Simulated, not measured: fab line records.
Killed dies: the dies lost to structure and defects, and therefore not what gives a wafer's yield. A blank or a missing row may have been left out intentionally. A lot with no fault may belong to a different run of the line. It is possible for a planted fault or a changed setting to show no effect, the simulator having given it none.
Matching of chambers | flow gf180mcu | 4 sister chambers for GF_V3_ETCH_16 on rie_diel-04
The step etches BARC in N2/H2. 18 wafers are shown with their chamber, then 9 later ones without.

== EACH WAFER AND ITS CHAMBER ==
wafer  | chamber | drypump_motor_current_A (A) | oes_product_au (a.u.) | throttle_valve_pct (%)
L074.3 | 0       | 5.51                        | 0.856                 | 13.229
L074.4 | 3       | 5.12                        | 0.859                 | 13.225
L074.5 | 1       | 5.84                        | 0.857                 | 13.222
L081.2 | 3       | 5.10                        | 0.848                 | 13.222
L081.3 | 2       | 5.82                        | 0.858                 | 13.249
L081.6 | 1       | 5.86                        | 0.859                 | 13.225
L082.1 | 3       | 5.15                        | 0.857                 | 13.227
L082.2 | 2       | 5.81                        | 0.852                 | 13.233
L082.6 | 2       | 5.81                        | 0.850                 | 13.211
L085.1 | 2       | 5.81                        | 0.852                 | 13.209
L085.2 | 0       | 5.49                        | 0.850                 | 13.225
L085.5 | 2       | 5.82                        | 0.855                 | 13.224
L087.1 | 3       | 5.14                        | 0.853                 | 13.229
L087.3 | 0       | 5.48                        | 0.854                 | 13.227
L087.4 | 1       | 5.87                        | 0.855                 | 13.205
L092.2 | 1       | 5.85                        | 0.857                 | 13.229
L092.3 | 2       | 5.80                        | 0.853                 | 13.232
L092.6 | 1       | 5.85                        | 0.853                 | 13.241

SIGNATURES (means of the wafers above)
reading                 | chamber 0 | chamber 1 | chamber 2 | chamber 3 | scatter within a chamber
drypump_motor_current_A | 5.4933    | 5.8540    | 5.8117    | 5.1275    | 0.014
oes_product_au          | 0.85333   | 0.85620   | 0.85333   | 0.85425   | 0.00327
throttle_valve_pct      | 13.22700  | 13.22440  | 13.22633  | 13.22575  | 0.0115
Rule: for each reading, subtract the chamber's mean from the wafer's reading, divide by that reading's scatter and square the result; add these up over the readings and take the root, which gives the wafer's distance from the chamber. The wafer belongs to the nearest chamber; if the next one is less than 2 further off, it can't be placed. The scatter: the root of (the sum of the squares of (reading less its chamber's mean) over the shown wafers, divided by (wafers less chambers)).

== WAFERS WHOSE CHAMBER IS MISSING ==
wafer  | drypump_motor_current_A (A) | oes_product_au (a.u.) | throttle_valve_pct (%)
L093.1 | 5.15                        | 0.852                 | 13.227
L093.4 | 5.87                        | 0.859                 | 13.213
L093.6 | 5.87                        | 0.848                 | 13.233
L096.2 | 5.50                        | 0.854                 | 13.217
L096.3 | 5.84                        | 0.858                 | 13.225
L096.5 | 5.80                        | 0.857                 | 13.218
L097.2 | 5.51                        | 0.851                 | 13.223
L097.4 | 5.47                        | 0.855                 | 13.226
L097.6 | 5.14                        | 0.849                 | 13.225

== WHICH CHAMBER EACH WENT THROUGH ==
wafer  | from the rows above     | in truth
L093.1 | 3                       | 3
L093.4 | 1                       | 1
L093.6 | can't be placed: 1 or 2 | 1
L096.2 | 0                       | 0
L096.3 | can't be placed: 1 or 2 | 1
L096.5 | 2                       | 2
L097.2 | 0                       | 0
L097.4 | 0                       | 0
L097.6 | 3                       | 3
7 of 9 placed correctly. Unplaceable from these rows: 2, with the true chamber sitting among the candidates in 2. Number placed wrongly: 0.
